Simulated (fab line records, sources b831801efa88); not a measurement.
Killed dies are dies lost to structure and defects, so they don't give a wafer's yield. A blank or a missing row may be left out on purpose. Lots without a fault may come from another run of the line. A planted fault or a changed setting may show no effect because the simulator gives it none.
fab line records | flow sky130
record lots=11 wafers=33 last_day=50
route steps=708 shown CAPM@537 METAL4@635 VIA4@639
lots that met no fault: from a run of the same line without faults
start_h: hours from the record's first day to the start of the lot's first wafer shown | wait_h: hours since the lot's step before | " the same as in the row above | L1.1+2: a row that stands for several wafers | - no value, or no start given | * or withheld: withheld | < > ~ a bound
route shown NAME@n: a module of which the file shows steps, and the number in the route of the first | usual: mean/standard deviation of fault-free wafers | same: alike in all rows | chamber/n: place in a boat | sites: the reading at each site | _std_site: their standard deviation | _edge_site: outer sites' mean less inner sites' | radius_mm: how far each site lies from the wafer's centre | mask NAME#n: copy n | behind: the tool/chamber that last shaped the wafer | hold: why the lot was held/for how many hours/how that ended | device: the transistor (n, p or np) that didn't switch | end of line: the same wafers' tests at the end of the route | a step without rows: its recipe alone | killed: dies lost to structure and defects at the first sort, not the wafer's yield | map: a wafer's dies, x killed, . not, _ none there
set.NAME: the setting as run; set.NAME@STEP: as run at that earlier step | model.NAME: the simulator's own value behind a step, which no gauge read
steps of the route over a sample of lots; a table a step, a row a wafer
services: from which hour (start_h, from the record's first day; less than 0 if before it) a tool's chamber was out of use, for how many hours, and why
## steps
# step SKY_CAPM_CVD_00
# recipe material=SiO2 target_thk_nm=15.5 temp_c=400 time_s=withheld rf_w=450
# usual heater_power_w=762/72
# columns lot.wafer tool chamber start_h wait_h heater_power_w
L986.1 pecvd-01 1 840.97 0.0 790
L986.4 " 2 " " 672
L986.5 " 0 " " 816
L987.1 pecvd-04 1 849.56 0.0 863
L987.5 " 2 " " 756
L987.6 " 1 " " 852
L988.4 pecvd-02 1 856.35 0.0 778
L988.5 " 2 " " 730
L988.6 " 0 " " 730
L991.1 pecvd-01 2 889.53 0.0 583
L991.2 " 0 " " 711
L991.5 " 2 " " 597
L992.3 pecvd-01 0 913.49 0.0 851
L992.4 " 0 " " 820
L992.5 " 1 " " 784
L994.2 pecvd-04 1 914.29 0.0 807
L994.3 " 2 " " 829
L994.6 " 1 " " 848
L995.2 pecvd-01 1 920.34 0.0 870
L995.4 " 0 " " 817
L995.6 " 2 " " 696
L102.1 pecvd-04 0 966.44 0.0 874
L102.2 " 2 " " 828
L102.5 " 1 " " 814
L104.2 pecvd-02 1 985.60 0.0 827
L104.4 " 0 " " 688
L104.5 " 1 " " 813
L105.2 pecvd-01 2 990.17 0.0 675
L105.4 " 2 " " 660
L105.6 " 2 " " 656
L109.1 pecvd-01 2 1007.96 0.0 677
L109.3 " 0 " " 822
L109.6 " 0 " " 819
# step SKY_CAPM_THK_MEAS_01
# recipe reads=SiO2_of_CAPM_CVD_00
# usual CAPM_CVD_00_THK=15.49/0.21
# columns lot.wafer tool chamber start_h wait_h CAPM_CVD_00_THK[nm]
L986.1 film_metro-01 - 840.99 - 15.51
L986.4 " - " " 15.64
L986.5 " - " " 15.41
L987.1 film_metro-03 - 849.58 - 15.39
L987.5 " - " " 15.55
L987.6 " - " " 15.46
L988.4 film_metro-03 - 856.39 - 15.68
L988.5 " - " " 15.84
L988.6 " - " " 15.81
L991.1 film_metro-03 - 889.56 - 15.31
L991.2 " - " " 15.20
L991.5 " - " " 15.74
L992.3 film_metro-03 - 913.53 - 15.09
L992.4 " - " " 15.25
L992.5 " - " " 15.70
L994.2 film_metro-02 - 914.33 - 15.27
L994.3 " - " " 15.34
L994.6 " - " " 15.72
L995.2 film_metro-02 - 920.37 - 15.41
L995.4 " - " " 15.45
L995.6 " - " " 15.66
L102.1 film_metro-03 - 966.46 - 15.47
L102.2 " - " " 15.27
L102.5 " - " " 15.74
L104.2 film_metro-03 - 985.63 - 15.23
L104.4 " - " " 15.39
L104.5 " - " " 15.50
L105.2 film_metro-01 - 990.21 - 15.56
L105.4 " - " " 15.86
L105.6 " - " " 15.94
L109.1 film_metro-03 - 1007.99 - 15.67
L109.3 " - " " 15.70
L109.6 " - " " 15.51
# step SKY_METAL4_STRIP_19
# recipe chemistry=O2/N2 power_w=1400 pressure_mtorr=1500 platen_temp_c=withheld o2_flow_sccm=3000 n2_flow_sccm=300 overash_fraction=0.5
# usual drypump_motor_current_A=5.51/0.29 oes_product_au=0.503/0.0055 strip_time_to_endpoint_s=6.56/0.061
# columns lot.wafer tool chamber start_h wait_h drypump_motor_current_A oes_product_au rf_hours_counter_h strip_time_to_endpoint_s
L986.1 plasma_asher-02 0 971.81 0.1 5.87 0.503 54 6.70
L986.4 " 0 " " 5.86 0.510 - 6.66
L986.5 " 1 " " 5.09 0.497 - 6.50
L987.1 plasma_asher-03 1 977.31 0.1 5.46 0.498 25 6.52
L987.5 " 0 " " 5.71 0.503 - 6.50
L987.6 " 1 " " 5.51 0.495 - 6.45
L988.4 plasma_asher-02 1 986.24 0.1 5.09 0.506 - 6.56
L988.5 " 1 " " 5.09 0.501 - 6.62
L988.6 " 0 " " 5.87 0.505 - 6.61
L991.1 plasma_asher-01 1 1014.61 0.1 5.54 0.506 120 6.57
L991.2 " 0 " " 5.32 0.507 120 6.57
L991.5 " 1 " " 5.55 0.511 - 6.59
L994.2 plasma_asher-03 0 1037.56 0.1 5.72 0.499 29 6.62
L994.3 " 0 " " 5.72 0.502 - 6.58
L994.6 " 1 " " 5.51 0.498 - 6.58
L992.3 plasma_asher-01 1 1038.40 0.1 5.55 0.500 - 6.55
L992.4 " 0 " " 5.31 0.504 - 6.65
L992.5 " 0 " " 5.28 0.493 - 6.57
L995.2 plasma_asher-03 0 1042.69 0.1 5.73 0.499 30 6.59
L995.4 " 1 " " 5.48 0.505 - 6.56
L995.6 " 1 " " 5.48 0.506 - 6.61
L102.1 plasma_asher-02 0 1083.06 0.1 5.87 0.500 66 6.59
L102.2 " 1 " " 5.09 0.495 66 6.55
L102.5 " 1 " " 5.08 0.513 - 6.59
L104.2 plasma_asher-03 0 1099.21 0.1 5.72 0.503 35 6.52
L104.4 " 0 " " 5.72 0.506 - 6.53
L104.5 " 1 " " 5.45 0.502 - 6.60
L105.2 plasma_asher-03 1 1104.14 0.1 5.48 0.512 36 6.55
L105.4 " 1 " " 5.46 0.510 - 6.56
L105.6 " 0 " " 5.76 0.498 - 6.55
L109.1 plasma_asher-02 0 1118.59 0.1 5.91 0.508 69 6.44
L109.3 " 1 " " 5.10 0.499 - 6.54
L109.6 " 1 " " 5.10 0.490 - 6.41
# step SKY_VIA4_HDPCVD_00
# recipe material=SiO2 target_thk_nm=1750 sigma_open_frac=0.3 time_s=291.7 temp_c=400 sih4_flow_sccm=60 pressure_mtorr=6
# usual pressure_mtorr=6.000/0.012
# columns lot.wafer tool chamber start_h wait_h pressure_mtorr
L986.1 hdpcvd-01 1 972.47 0.0 6.004
L986.4 " 2 " " 5.988
L986.5 " 1 " " 6.003
L987.1 hdpcvd-01 1 977.91 0.0 6.009
L987.5 " 2 " " 6.015
L987.6 " 1 " " 5.997
L988.4 hdpcvd-01 0 986.89 0.1 5.980
L988.5 " 2 " " 6.008
L988.6 " 1 " " 5.992
L991.1 hdpcvd-02 1 1015.24 0.0 6.004
L991.2 " 2 " " 5.982
L991.5 " 0 " " 6.001
L994.2 hdpcvd-02 2 1038.15 0.0 6.004
L994.3 " 1 " " 6.012
L994.6 " 0 " " 6.011
L992.3 hdpcvd-01 0 1038.96 0.0 6.015
L992.4 " 0 " " 5.998
L992.5 " 2 " " 6.008
L995.2 hdpcvd-02 1 1043.28 0.0 6.003
L995.4 " 2 " " 6.014
L995.6 " 1 " " 6.009
L102.1 hdpcvd-01 1 1083.66 0.0 6.001
L102.2 " 2 " " 5.999
L102.5 " 2 " " 5.995
L104.2 hdpcvd-02 2 1099.81 0.0 5.997
L104.4 " 1 " " 6.005
L104.5 " 0 " " 6.008
L105.2 hdpcvd-02 0 1104.75 0.0 6.024
L105.4 " 1 " " 6.006
L105.6 " 2 " " 5.991
L109.1 hdpcvd-02 1 1119.22 0.0 5.992
L109.3 " 2 " " 5.990
L109.6 " 2 " " 5.991
# step SKY_VIA4_THK_MEAS_01
# recipe reads=SiO2_of_VIA4_HDPCVD_00
# usual VIA4_HDPCVD_THK=1753/15
# columns lot.wafer tool chamber start_h wait_h VIA4_HDPCVD_THK[nm]
L986.1 film_metro-04 - 972.65 0.1 1766
L986.4 " - " " 1763
L986.5 " - " " 1784
L987.1 film_metro-03 - 978.08 0.1 1762
L987.5 " - " " 1748
L987.6 " - " " 1762
L988.4 film_metro-04 - 987.01 0.0 1724
L988.5 " - " " 1742
L988.6 " - " " 1781
L991.1 film_metro-03 - 1015.42 0.1 1752
L991.2 " - " " 1732
L991.5 " - " " 1748
L994.2 film_metro-03 - 1038.34 0.1 1767
L994.3 " - " " 1746
L994.6 " - " " 1754
L992.3 film_metro-03 - 1039.16 0.1 1769
L992.4 " - " " 1760
L992.5 " - " " 1776
L995.2 film_metro-03 - 1043.47 0.1 1741
L995.4 " - " " 1736
L995.6 " - " " 1765
L102.1 film_metro-04 - 1083.83 0.1 1766
L102.2 " - " " 1754
L102.5 " - " " 2389
L104.2 film_metro-03 - 1100.00 0.1 1735
L104.4 " - " " 1718
L104.5 " - " " 1746
L105.2 film_metro-03 - 1104.94 0.1 1754
L105.4 " - " " 1766
L105.6 " - " " 1743
L109.1 film_metro-01 - 1119.40 0.1 1708
L109.3 " - " " 1736
L109.6 " - " " 1732
## services
# columns tool chamber start_h hours kind
pecvd-01 - 844.58 0.5 repair
pecvd-01 2 853.58 2.1 scheduled_down
hdpcvd-01 - 861.13 1.4 repair
hdpcvd-01 2 880.74 14.9 repair
plasma_asher-01 - 896.91 1.6 repair
plasma_asher-02 - 897.58 1.9 repair
pecvd-01 1 906.91 5.5 scheduled_down
hdpcvd-02 - 917.61 0.8 pm
pecvd-01 - 919.21 0.4 repair
hdpcvd-02 - 927.42 2.2 repair
hdpcvd-02 - 950.25 15.0 pm
hdpcvd-02 0 950.25 15.0 vent_cycle
hdpcvd-02 1 950.25 15.0 vent_cycle
plasma_asher-03 - 990.13 15.6 pm
plasma_asher-01 - 1055.25 9.0 pm
pecvd-02 1 1055.32 12.7 repair
hdpcvd-01 1 1075.22 4.9 repair
pecvd-02 - 1077.32 1.8 repair
pecvd-04 - 1078.45 2.8 pm
plasma_asher-02 - 1089.96 0.7 repair
pecvd-01 2 1092.06 2.6 repair
pecvd-01 - 1100.38 0.5 repair
pecvd-01 - 1110.69 0.7 repair
pecvd-01 0 1114.10 6.2 repair
## key
first_sign step=SKY_VIA4_THK_MEAS_01 reading=VIA4_HDPCVD_THK direction=up sigmas=42 usual=1753 struck=2389
effect none on later readings
met_at SKY_VIA4_HDPCVD_00
struck_lots L102
struck_wafers L102.5
not_acting_at SKY_CAPM_CVD_00,SKY_CAPM_THK_MEAS_01,SKY_METAL4_STRIP_19
onset_between 1038.96 1083.66
fault kind=process_parameter_drift tool=hdpcvd-01 chamber=- onset_h=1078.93 steps=SKY_VIA4_HDPCVD_00 channel=target_thk_nm offset=642.92 shape=step end_h=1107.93 scope=struck_wafers_only acts_in=these_recipes_only stated=1750
